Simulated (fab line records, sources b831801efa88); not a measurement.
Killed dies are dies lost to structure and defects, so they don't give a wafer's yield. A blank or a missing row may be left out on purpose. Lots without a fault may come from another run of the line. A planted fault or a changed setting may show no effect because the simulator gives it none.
One fault seen from 2 desks | flow sky130 | each desk has only its own numbers; what lay behind them comes last

THE METROLOGY DESK
What the gauges read, lot by lot, whatever tool the lot ran on: means of the sampled wafers that have a number. A lot is out of limits, marked OUT, if its mean lies more than 4 standard deviations from the usual mean; the brackets give that distance.
Columns: A = POLY_GATE_CVD_03_THK at SKY_POLY_GATE_THK_MEAS_04, usual 75.3 nm; B = LDD_N_TW at SKY_LDD_N_TW_MEAS_17, usual 2594; C = LDD_P_TW at SKY_LDD_P_TW_MEAS_11, usual 639
lot  | first seen here | A    | B    | C
L155 | day 15 02:42    | 75.2 | 2579 | 636
L156 | day 15 11:49    | 75.3 | 2589 | 635
L157 | day 15 21:31    | 75.7 | 2582 | 640
L160 | day 17 07:07    | 76.0 | 2579 | 642
L164 | day 18 15:41    | 74.4 | 2560 | 643
L163 | day 18 15:41    | 75.2 | 2621 | 639
L168 | day 20 08:35    | 74.5 | 2591 | 630
L170 | day 20 22:54    | 76.5 | 2620 | 545 (-16) OUT
L171 | day 21 07:04    | 74.7 | 2584 | 642
L172 | day 21 08:25    | 76.1 | 2588 | 560 (-13) OUT
L176 | day 23 06:10    | 75.4 | 2587 | 648
L177 | day 23 21:34    | 75.4 | 2574 | 650
This desk's finding: out of limits on L170, L172; first on L170, day 24 19:47 (LDD_P_TW at SKY_LDD_P_TW_MEAS_11). In limits: L155, L156, L157, L160, L164, L163, L168, L171, L176, L177.

THE TOOL OWNER'S DESK: implanter-02
The tool's own readings at SKY_LDD_P_IMPLANT_09: means of the sampled wafers that have a number, for each lot that ran on this tool. A lot is out of limits, marked OUT, if its mean lies more than 4 standard deviations from the usual mean; the brackets give that distance.
Columns: A = dose_ions_cm2 at SKY_LDD_P_IMPLANT_09, usual 1.0002e+13; B = end_station_pressure_torr at SKY_LDD_P_IMPLANT_09, usual 5.04e-06 Torr; C = faraday_current_uA at SKY_LDD_P_IMPLANT_09, usual 56.3
lot  | first seen here | A                            | B        | C
L156 | day 19 08:04    | 1.0011e+13                   | 4.90e-06 | 56.8
L164 | day 22 14:47    | 1.0016e+13                   | 4.78e-06 | 55.5
L170 | day 24 19:33    | 6.3440e+12 (-99 or more) OUT | 5.08e-06 | 35.7 (-17) OUT
L172 | day 25 05:41    | 6.3247e+12 (-99 or more) OUT | 5.39e-06 | 35.9 (-17) OUT
This desk's finding: out of limits on L170, L172; first on L170, day 24 19:33 (dose_ions_cm2 at SKY_LDD_P_IMPLANT_09). In limits: L156, L164.

PUT TOGETHER
The tool owner's desk could have raised an alarm at day 24 19:33, on L170, L172.
The metrology desk could have raised an alarm at day 24 19:47, on L170, L172.
Of the lots named, all ran SKY_LDD_P_IMPLANT_09 on implanter-02.

WHAT THE SIMULATOR HAD PUT IN
Process parameter drift: implanter-02, from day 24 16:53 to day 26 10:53, at SKY_LDD_P_IMPLANT_09. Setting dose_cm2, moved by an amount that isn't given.
Lots struck among those shown: L170, L172.
Hours from the fault's start to each desk's first reading out of limits: the tool owner's desk, 3; the metrology desk, 3.
